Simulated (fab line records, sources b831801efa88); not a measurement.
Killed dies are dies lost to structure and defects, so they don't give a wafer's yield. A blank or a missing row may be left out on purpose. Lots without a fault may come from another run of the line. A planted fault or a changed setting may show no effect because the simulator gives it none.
fab line records | flow sky130
record lots=6 wafers=18 last_day=50
route steps=708 shown LDD_N@245 LDD_P@255 PAD_OPEN@708
lots that met no fault: from a run of the same line without faults
start_h: hours from the record's first day to the start of the lot's first wafer shown | wait_h: hours since the lot's step before | " the same as in the row above | L1.1+2: a row that stands for several wafers | - no value, or no start given | * or withheld: withheld | < > ~ a bound
route shown NAME@n: a module of which the file shows steps, and the number in the route of the first | usual: mean/standard deviation of fault-free wafers | same: alike in all rows | chamber/n: place in a boat | sites: the reading at each site | _std_site: their standard deviation | _edge_site: outer sites' mean less inner sites' | radius_mm: how far each site lies from the wafer's centre | mask NAME#n: copy n | behind: the tool/chamber that last shaped the wafer | hold: why the lot was held/for how many hours/how that ended | device: the transistor (n, p or np) that didn't switch | end of line: the same wafers' tests at the end of the route | a step without rows: its recipe alone | killed: dies lost to structure and defects at the first sort, not the wafer's yield | map: a wafer's dies, x killed, . not, _ none there
set.NAME: the setting as run; set.NAME@STEP: as run at that earlier step | model.NAME: the simulator's own value behind a step, which no gauge read
lots at some steps of the route; a table a step, a row a wafer
services: from which hour (start_h, from the record's first day; less than 0 if before it) a tool's chamber was out of use, for how many hours, and why
## steps
# step SKY_LDD_N_IMPLANT_08
# recipe species=As energy_kev=20 dose_cm2=7.5e+13 tilt_deg=withheld rotation_deg=23
# step SKY_LDD_N_IMPLANT_09
# recipe species=As energy_kev=20 dose_cm2=7.5e+13 tilt_deg=withheld rotation_deg=113
# step SKY_LDD_N_IMPLANT_10
# recipe species=As energy_kev=20 dose_cm2=7.5e+13 tilt_deg=withheld rotation_deg=203
# step SKY_LDD_N_IMPLANT_11
# recipe species=As energy_kev=20 dose_cm2=7.5e+13 tilt_deg=withheld rotation_deg=293
# step SKY_LDD_N_IMPLANT_12
# recipe species=BF2 energy_kev=50 dose_cm2=5e+12 tilt_deg=30 rotation_deg=0
# step SKY_LDD_N_IMPLANT_13
# recipe species=BF2 energy_kev=50 dose_cm2=5e+12 tilt_deg=30 rotation_deg=90
# step SKY_LDD_N_IMPLANT_14
# recipe species=BF2 energy_kev=50 dose_cm2=5e+12 tilt_deg=30 rotation_deg=180
# step SKY_LDD_N_IMPLANT_15
# recipe species=BF2 energy_kev=50 dose_cm2=5e+12 tilt_deg=30 rotation_deg=270
# step SKY_LDD_N_STRIP_16
# recipe chemistry=O2/N2 power_w=1400 pressure_mtorr=1500 platen_temp_c=withheld o2_flow_sccm=3000 n2_flow_sccm=300 overash_fraction=0.5
# usual drypump_motor_current_A=5.6/0.51 oes_product_au=0.406/0.005 strip_time_to_endpoint_s=4.305/0.013
# columns lot.wafer tool chamber start_h wait_h drypump_motor_current_A oes_product_au rf_hours_counter_h strip_time_to_endpoint_s
L827.1 plasma_asher-02 0 414.62 0.1 5.7 0.403 68 4.326
L827.5 " 0 " " 5.7 0.413 - 4.310
L827.6 " 1 " " 5.4 0.416 - 4.305
L831.1 plasma_asher-03 0 457.60 0.1 5.9 0.405 39 4.298
L831.4 " 0 " " 5.9 0.394 - 4.310
L831.5 " 1 " " 6.8 0.412 - 4.308
L832.2 plasma_asher-04 1 461.87 0.1 5.2 0.401 56 4.300
L832.3 " 1 " " 5.2 0.409 - 4.291
L832.6 " 1 " " 5.2 0.401 - 4.306
L833.1 plasma_asher-03 1 470.54 0.1 6.7 0.404 40 4.304
L833.3 " 1 " " 6.7 0.407 - 4.317
L833.5 " 1 " " 6.7 0.407 - 4.334
L835.2 plasma_asher-04 0 485.87 0.1 5.3 0.410 59 4.288
L835.5 " 0 " " 5.2 0.405 - 4.293
L835.6 " 1 " " 5.2 0.407 - 4.301
L847.1 plasma_asher-03 0 582.87 0.1 5.9 0.401 51 4.295
L847.3 " 0 " " 5.9 0.405 - 4.297
L847.4 " 1 " " 6.7 0.412 - 4.298
# step SKY_LDD_N_TW_MEAS_17
# usual LDD_N_TW=2596/16
# columns lot.wafer tool chamber start_h wait_h LDD_N_TW
L827.1 film_metro-01 - 414.72 0.1 2580
L827.5 " - " " 2577
L827.6 " - " " 2589
L831.1 film_metro-04 - 457.70 0.1 2608
L831.4 " - " " 2619
L831.5 " - " " 2605
L832.2 film_metro-03 - 461.98 0.1 2571
L832.3 " - " " 2575
L832.6 " - " " 2577
L833.1 film_metro-01 - 470.64 0.1 2577
L833.3 " - " " 2571
L833.5 " - " " 2569
L835.2 film_metro-03 - 485.98 0.1 2594
L835.5 " - " " 2605
L835.6 " - " " 2613
L847.1 film_metro-01 - 582.97 0.1 2598
L847.3 " - " " 2595
L847.4 " - " " 2582
# step SKY_LDD_P_DEHYDRATE_00
# recipe temp_c=200 time_s=60
# step SKY_LDD_P_HMDS_01
# recipe prime_time_s=60 prime_temp_c=120
# step SKY_LDD_P_COAT_02
# recipe resist=NOVOLAK spin_rpm=3000 resist_thk_nm=1140
# usual dispense_pressure_kPa=54.0/1.4
# columns lot.wafer tool chamber start_h wait_h dispense_pressure_kPa model.NOVOLAK_of_LDD_P_COAT_02.thk_nm
L827.1 litho_track-01 0 429.41 0.1 54.7 1137
L827.5 " 0 " " 54.7 1133
L827.6 " 0 " " 54.7 1136
L831.1 litho_track-04 0 472.73 0.1 52.4 1141
L831.4 " 0 " " 52.5 1140
L831.5 " 0 " " 52.5 1139
L832.2 litho_track-04 0 476.91 0.1 52.5 1136
L832.3 " 0 " " 52.4 1137
L832.6 " 0 " " 52.5 1137
L833.1 litho_track-04 0 485.88 0.1 52.4 1238
L833.3 " 0 " " 52.5 1236
L833.5 " 0 " " 52.4 1236
L835.2 litho_track-04 0 500.81 0.1 52.5 1237
L835.5 " 0 " " 52.4 1234
L835.6 " 0 " " 52.5 1236
L847.1 litho_track-04 0 596.83 0.1 52.4 1140
L847.3 " 0 " " 52.5 1137
L847.4 " 0 " " 52.5 1140
# step SKY_LDD_P_SOFTBAKE_03
# recipe temp_c=90 time_s=60 resist=NOVOLAK
# step SKY_LDD_P_EXPOSE_04
# recipe mask_id=PSDM na=0.6 source_shape=conventional sigma_outer=0.6 polarization=unpolarized target_cd_nm=380 dose_mj=138
# step SKY_LDD_P_PEB_05
# recipe temp_c=withheld time_s=* resist=NOVOLAK
# step SKY_LDD_P_DEVELOP_06
# recipe resist=NOVOLAK developer=TMAH develop_time_s=60 dev_temp_c=23
# columns lot.wafer tool chamber start_h wait_h model.NOVOLAK_of_LDD_P_COAT_02.thk_nm
L827.1 litho_track-04 0 444.43 0.1 1137
L827.5 " 0 " " 1133
L827.6 " 0 " " 1135
L831.1 litho_track-01 0 488.31 0.1 1141
L831.4 " 0 " " 1140
L831.5 " 0 " " 1138
L832.2 litho_track-02 0 492.64 0.1 1136
L832.3+6 " 0 " " 1137
L833.1 litho_track-02 0 500.86 0.1 1238
L833.3 " 0 " " 1235
L833.5 " 0 " " 1236
L835.2+6 litho_track-02 0 516.04 0.1 1236
L835.5 " 0 " " 1233
L847.1+4 litho_track-02 0 611.21 0.1 1140
L847.3 " 0 " " 1136
# step SKY_LDD_P_CD_MEAS_07
# recipe target_cd_nm=380
# usual cd_nm=380.8/2.5
# columns lot.wafer tool chamber start_h wait_h cd_nm
L827.1 cd_sem-01 - 444.58 0.1 382.9
L827.5 " - " " 381.5
L827.6 " - " " 383.2
L831.1 cd_sem-01 - 488.46 0.1 376.3
L831.4 " - " " 377.2
L831.5 " - " " 375.7
L832.2 cd_sem-02 - 492.78 0.1 377.0
L832.3 " - " " 377.9
L832.6 " - " " 376.0
L833.1 cd_sem-01 - 501.01 0.1 373.7
L833.3 " - " " 376.3
L833.5 " - " " 375.0
L835.2 cd_sem-02 - 516.18 0.1 374.5
L835.5 " - " " 376.5
L835.6 " - " " 374.3
L847.1 cd_sem-02 - 611.36 0.1 381.9
L847.3 " - " " 382.9
L847.4 " - " " 383.0
# step SKY_LDD_P_OVL_MEAS_08
# usual LDD_P_OVL=-0.1/1.5
# columns lot.wafer tool chamber start_h wait_h LDD_P_OVL[nm]
L827.1 overlay-01 - 444.70 0.1 1.1
L827.5 " - " " 1.0
L827.6 " - " " 0.5
L831.1 overlay-01 - 488.58 0.1 -1.2
L831.4 " - " " -1.0
L831.5 " - " " -1.0
L832.2 overlay-01 - 492.89 0.1 3.5
L832.3 " - " " 3.8
L832.6 " - " " 3.5
L833.1 overlay-01 - 501.13 0.1 0.1
L833.3 " - " " 0.7
L833.5 " - " " 0.2
L835.2 overlay-01 - 516.29 0.1 -2.8
L835.5 " - " " -1.6
L835.6 " - " " -2.2
L847.1 overlay-01 - 611.48 0.1 1.4
L847.3 " - " " 0.9
L847.4 " - " " 1.0
# step SKY_LDD_P_IMPLANT_09
# recipe species=BF2 energy_kev=25 dose_cm2=1e+13 tilt_deg=withheld
# step SKY_LDD_P_STRIP_10
# recipe chemistry=O2/N2 power_w=1400 pressure_mtorr=1500 platen_temp_c=withheld o2_flow_sccm=3000 n2_flow_sccm=300 overash_fraction=0.5
# usual drypump_motor_current_A=5.7/0.59 oes_product_au=0.716/0.0043 strip_time_to_endpoint_s=14.17/0.039
# columns lot.wafer tool chamber start_h wait_h drypump_motor_current_A oes_product_au rf_hours_counter_h strip_time_to_endpoint_s
L827.1 plasma_asher-03 0 444.89 0.1 5.9 0.713 38 14.15
L827.5 " 1 " " 6.7 0.714 - 14.10
L827.6 " 0 " " 5.9 0.718 - 14.13
L831.1 plasma_asher-04 1 488.76 0.1 5.2 0.716 59 14.20
L831.4 " 1 " " 5.2 0.720 - 14.17
L831.5 " 0 " " 5.2 0.718 - 14.15
L832.2 plasma_asher-01 0 493.07 0.1 5.3 0.712 5 14.13
L832.3 " 0 " " 5.2 0.720 - 14.14
L832.6 " 0 " " 5.3 0.719 - 14.15
L833.1 plasma_asher-03 0 501.32 0.1 5.9 0.717 43 15.28
L833.3 " 0 " " 5.9 0.707 - 15.29
L833.5 " 0 " " 5.9 0.716 - 15.26
L835.2 plasma_asher-03 0 516.47 0.1 5.8 0.719 45 15.28
L835.5 " 1 " " 6.7 0.710 - 15.24
L835.6 " 0 " " 5.9 0.722 - 15.26
L847.1 plasma_asher-03 1 611.67 0.1 6.7 0.716 54 14.17
L847.3 " 0 " " 5.9 0.718 - 14.15
L847.4 " 1 " " 6.7 0.710 - 14.18
# step SKY_LDD_P_TW_MEAS_11
# usual LDD_P_TW=636/5.6
# columns lot.wafer tool chamber start_h wait_h LDD_P_TW
L827.1 film_metro-02 - 444.99 0.1 628
L827.5 " - " " 626
L827.6 " - " " 626
L831.1 film_metro-04 - 488.86 0.1 642
L831.4 " - " " 644
L831.5 " - " " 645
L832.2 film_metro-04 - 493.18 0.1 644
L832.3 " - " " 641
L832.6 " - " " 644
L833.1 film_metro-03 - 501.42 0.1 640
L833.3 " - " " 637
L833.5 " - " " 637
L835.2 film_metro-04 - 516.58 0.1 640
L835.5 " - " " 644
L835.6 " - " " 640
L847.1 film_metro-02 - 611.77 0.1 633
L847.3 " - " " 634
L847.4 " - " " 634
# step SKY_PAD_OPEN_PROBE_99
# usual killed_at_M0_to_M3=45/7.2 killed_at_M4_up=3.0/1.8 killed_at_contacts=25/6.1 killed_at_front_end=14/4.4 killed_at_other=0.2/0.44 killed_dies=88/10 killed_open=48/7.4 killed_short=40/6.3
# same gross_dies=492 killed_at_back_side=0
# columns lot.wafer tool chamber start_h wait_h killed_at_M0_to_M3 killed_at_M4_up killed_at_contacts killed_at_front_end killed_at_other killed_dies killed_open killed_short
L827.1 prober-02 - 1083.14 0.1 46 2 29 17 0 94 50 44
L827.5 prober-02 - 1083.34 0.2 43 2 25 15 0 85 47 38
L827.6 prober-02 - 1083.39 0.2 42 4 31 17 0 94 56 38
L831.1 prober-02 - 1114.66 0.1 52 4 27 8 0 91 51 40
L831.4 prober-02 - 1114.81 0.2 52 1 25 9 0 87 50 37
L831.5 prober-02 - 1114.86 0.2 36 2 30 16 0 84 52 32
L835.2 prober-02 - 1133.30 0.1 42 2 21 18 0 83 49 34
L835.5 prober-02 - 1133.45 0.2 37 2 32 11 1 83 40 43
L835.6 prober-02 - 1133.50 0.2 58 2 24 11 0 95 51 44
L847.1 prober-02 - 1195.59 0.1 33 8 30 19 0 90 50 40
L847.3 prober-02 - 1195.69 0.2 51 4 23 14 0 92 55 37
L847.4 prober-02 - 1195.74 0.2 48 6 17 12 0 83 42 41
# killed by level:class
L827.1 CONTACT:geometric_particle:open=11 VIA1:geometric_particle:open=11 LI_CONTACT:geometric_particle:open=10 METAL2:geometric_particle:short=10 VIA2:geometric_particle:open=6 CONTACT:geometric_particle:short=5 FIELD_ISO:geometric_particle:open=4 POLY_CUT:geometric_particle:short=4
L827.5 VIA1:geometric_particle:open=12 LI_CONTACT:geometric_particle:open=8 VIA3:geometric_particle:open=7 CONTACT:geometric_particle:short=7 POLY_GATE:geometric_particle:short=6 CONTACT:geometric_particle:open=6 VIA2:geometric_particle:open=6 METAL1:geometric_particle:short=5
L827.6 CONTACT:geometric_particle:open=16 VIA1:geometric_particle:open=10 POLY_GATE:geometric_particle:short=7 VIA3:geometric_particle:open=7 METAL2:geometric_particle:short=6 POLY_GATE:geometric_particle:open=5 LOCAL_INTERCONNECT:geometric_particle:short=4 CONTACT:geometric_particle:short=4
L831.1 CONTACT:geometric_particle:open=17 VIA3:geometric_particle:open=10 METAL1:geometric_particle:short=9 VIA1:geometric_particle:short=6 VIA1:geometric_particle:open=6 VIA2:geometric_particle:open=5 LI_CONTACT:geometric_particle:open=5 METAL2:geometric_particle:short=5
L831.4 VIA1:geometric_particle:open=19 LI_CONTACT:geometric_particle:open=10 VIA2:geometric_particle:open=7 METAL2:geometric_particle:short=7 CONTACT:geometric_particle:short=6 METAL1:geometric_particle:short=5 LOCAL_INTERCONNECT:geometric_particle:short=4 CONTACT:geometric_particle:open=4
L831.5 LI_CONTACT:geometric_particle:open=12 CONTACT:geometric_particle:open=11 VIA3:geometric_particle:open=9 VIA1:geometric_particle:open=6 FIELD_ISO:geometric_particle:open=5 LOCAL_INTERCONNECT:geometric_particle:short=4 METAL2:geometric_particle:short=4 METAL3:geometric_particle:short=4
L835.2 VIA3:geometric_particle:open=11 CONTACT:geometric_particle:open=8 VIA1:geometric_particle:open=8 POLY_GATE:geometric_particle:open=6 CONTACT:geometric_particle:short=6 METAL1:geometric_particle:short=6 FIELD_ISO:geometric_particle:short=5 VIA2:geometric_particle:open=5
L835.5 CONTACT:geometric_particle:open=11 METAL1:geometric_particle:short=9 CONTACT:geometric_particle:short=8 LI_CONTACT:geometric_particle:open=5 VIA1:geometric_particle:open=5 VIA2:geometric_particle:open=5 VIA3:geometric_particle:open=5 LI_CONTACT:geometric_particle:short=4
L835.6 VIA2:geometric_particle:open=11 VIA1:geometric_particle:open=9 VIA3:geometric_particle:open=9 CONTACT:geometric_particle:short=7 VIA1:geometric_particle:short=7 LI_CONTACT:geometric_particle:open=6 METAL3:geometric_particle:short=6 CONTACT:geometric_particle:open=5
L847.1 VIA1:geometric_particle:open=11 CONTACT:geometric_particle:open=10 POLY_GATE:geometric_particle:open=7 LI_CONTACT:geometric_particle:open=6 LOCAL_INTERCONNECT:geometric_particle:short=6 CONTACT:geometric_particle:short=6 VIA3:geometric_particle:open=6 FIELD_ISO:geometric_particle:short=5
L847.3 CONTACT:geometric_particle:open=12 VIA1:geometric_particle:open=11 VIA3:geometric_particle:open=9 METAL3:geometric_particle:short=7 VIA2:geometric_particle:open=6 FIELD_ISO:geometric_particle:open=5 VIA1:geometric_particle:short=5 LI_CONTACT:geometric_particle:open=4
L847.4 VIA3:geometric_particle:open=10 METAL1:geometric_particle:short=7 VIA1:geometric_particle:open=7 METAL2:geometric_particle:short=6 VIA2:geometric_particle:open=6 VIA1:geometric_particle:short=5 CONTACT:geometric_particle:open=5 METAL4:geometric_particle:short=5
## services
# columns tool chamber start_h hours kind
plasma_asher-01 - 396.84 1.6 repair
plasma_asher-04 - 401.93 1.6 repair
plasma_asher-01 - 421.25 9.0 pm
plasma_asher-01 0 421.25 9.0 vent_cycle
plasma_asher-01 1 421.25 9.0 vent_cycle
plasma_asher-01 - 422.78 0.4 repair
plasma_asher-01 0 430.25 - clean
plasma_asher-01 1 430.25 - clean
plasma_asher-03 - 448.48 2.4 repair
plasma_asher-01 - 453.05 14.6 pm
plasma_asher-01 - 487.41 1.4 repair
plasma_asher-01 - 549.55 1.8 repair
## key
first_sign step=SKY_LDD_P_CD_MEAS_07 reading=cd_nm direction=down sigmas=2.3 usual=380.8 struck=375.1 through=control_loop
effect step=SKY_LDD_P_STRIP_10 reading=strip_time_to_endpoint_s direction=up sigmas=28 usual=* struck=* through=*
model_effect step=SKY_LDD_P_COAT_02 value=NOVOLAK_of_LDD_P_COAT_02.thk_nm without=1141 struck=1236
model_effect step=SKY_LDD_P_DEVELOP_06 value=NOVOLAK_of_LDD_P_COAT_02.thk_nm without=1140 struck=1236
met_at SKY_LDD_P_COAT_02
struck_wafers L833.1,L833.3,L833.5,L835.2,L835.5,L835.6
tester_left_out L833,L835
loop_trim step=SKY_LDD_P_EXPOSE_04 setting=dose lots=L835
onset_between 476.91 485.88
fault kind=process_parameter_drift tool=litho_track-04 chamber=- onset_h=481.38 steps=SKY_LDD_P_COAT_02 channel=resist_thk_nm offset=95.457 shape=step end_h=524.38 acts_in=these_recipes_only stated=1140
# tester_left_out: of these lots the tester's yield and bins aren't shown, on N5 and GAA mostly nor the transistor test; their killed dies are dies lost to structure and defects alone, not to doping, threshold or leakage, so they don't give the yield
# loop_trim: a control loop set the setting to another value than it would have without faults
